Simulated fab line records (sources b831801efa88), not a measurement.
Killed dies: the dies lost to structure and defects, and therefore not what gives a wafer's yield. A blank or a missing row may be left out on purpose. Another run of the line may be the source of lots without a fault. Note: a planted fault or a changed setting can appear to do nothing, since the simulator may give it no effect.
Problem report in the 8D (eight disciplines) form, filled by code + flow sky130 + the parts of the form that need people (team, actions taken, sign-off) are left out

1. THE ISSUE
Mean of spike tc upper C at SKY_SONOS_ONO_OXIDATION_00: 830.0 C across 9 wafers in 3 lots; on wafers with no fault it is 799.5 C (standard deviation 1.2). That puts it +25 standard deviations away from the usual mean.
The step: stabilise 600 s, purge 300 s, target thk 2.6 nm.
First observed at day 16 19:38: wafer L276.1, on furnace-01. The record holds 39 wafers of 13 lots with a number at this step. Rule for "out" (also "out of limits"): further than 4 standard deviations from the usual mean. Any other wafer with a number is counted as sound.

2. WHAT IT IS, AND WHAT IT ISN'T
| question                    | is                                                            | is not                                                              |
|-----------------------------|---------------------------------------------------------------|---------------------------------------------------------------------|
| which readings at this step | spike tc upper C, zone power centre pct, zone power upper pct | tube_center_temp_C_max                                              |
| which lots                  | L276, L277, L278                                              | L260, L263, L264, L265, L266, L269, L270, L271, L275, L279          |
| which wafers of those lots  | all that have a number                                        | -                                                                   |
| read on which tools         | furnace-01                                                    | furnace-02                                                          |
| when                        | from day 16 19:38                                             | up to then (27 sound wafers); but 3 sound wafers of L279 came after |

3. SUSPECTS, AND WHAT RULES EACH OUT
Counting: a tool at a process step up to the reading stays a suspect if it ran every lot that is out and no sound lot after the first of them.
- furnace-01 at SKY_SONOS_ONO_OXIDATION_00 (stabilise 600 s, purge 300 s, target thk 2.6 nm): kept. Every lot that is out went through it, starting with L276 (day 16 19:38), and after that it ran no sound lot; the last sound lot it ran before then is L275 (day 16 13:26). Its own spike tc upper C, zone power centre pct, zone power upper pct readings are out on those wafers.
The count leaves furnace-01 at SKY_SONOS_ONO_OXIDATION_00.

4. THE CAUSE (what the simulator had put in)
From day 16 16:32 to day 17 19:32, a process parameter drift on furnace-01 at SKY_SONOS_ONO_OXIDATION_00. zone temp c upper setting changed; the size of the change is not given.
This tool alone remained once counting was done.

5. SEQUENCE OF EFFECTS, ordered by route
Each row: a reading where the mean over the struck wafers with a number is more than 3 standard deviations away from the usual. Only readings for which the record gives a usual standard deviation are gone through. hours: the time from each lot's start at the first step in this table that gives one to its start at this step, as a median over the lots. sigmas: the change in usual standard deviations.
| hours | step                       | reading               | usual   | on struck wafers | change | sigmas |
|-------|----------------------------|-----------------------|---------|------------------|--------|--------|
| 0     | SKY_SONOS_ONO_OXIDATION_00 | spike tc centre C     | 800.1 C | 796.0            | -4.1   | -3.7   |
| 0     | SKY_SONOS_ONO_OXIDATION_00 | spike tc upper C      | 799.5 C | 830.0            | +30.5  | +25    |
| 0     | SKY_SONOS_ONO_OXIDATION_00 | zone power centre pct | 14.6 %  | 10.5             | -4.1   | -6.8   |
| 0     | SKY_SONOS_ONO_OXIDATION_00 | zone power top pct    | 25.8 %  | 19.8             | -6.0   | -4.0   |
| 0     | SKY_SONOS_ONO_OXIDATION_00 | zone power upper pct  | 14.4 %  | 25.3             | +10.9  | +8.4   |
Its process steps:
- SKY_SONOS_ONO_OXIDATION_00: stabilise 600 s, purge 300 s, target thk 2.6 nm.
Later steps that measure or inspect, where all struck wafers having a row at the step show a number for every such reading and not one has moved that far: SKY_SONOS_ONO_THK_MEAS_05, SKY_SONOS_ONO_OVL_MEAS_14.

6. WHAT WOULD HAVE CAUGHT IT SOONER
In this record the first reading out of limits was taken at day 16 19:38, 3 hours after the fault began at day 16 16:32.
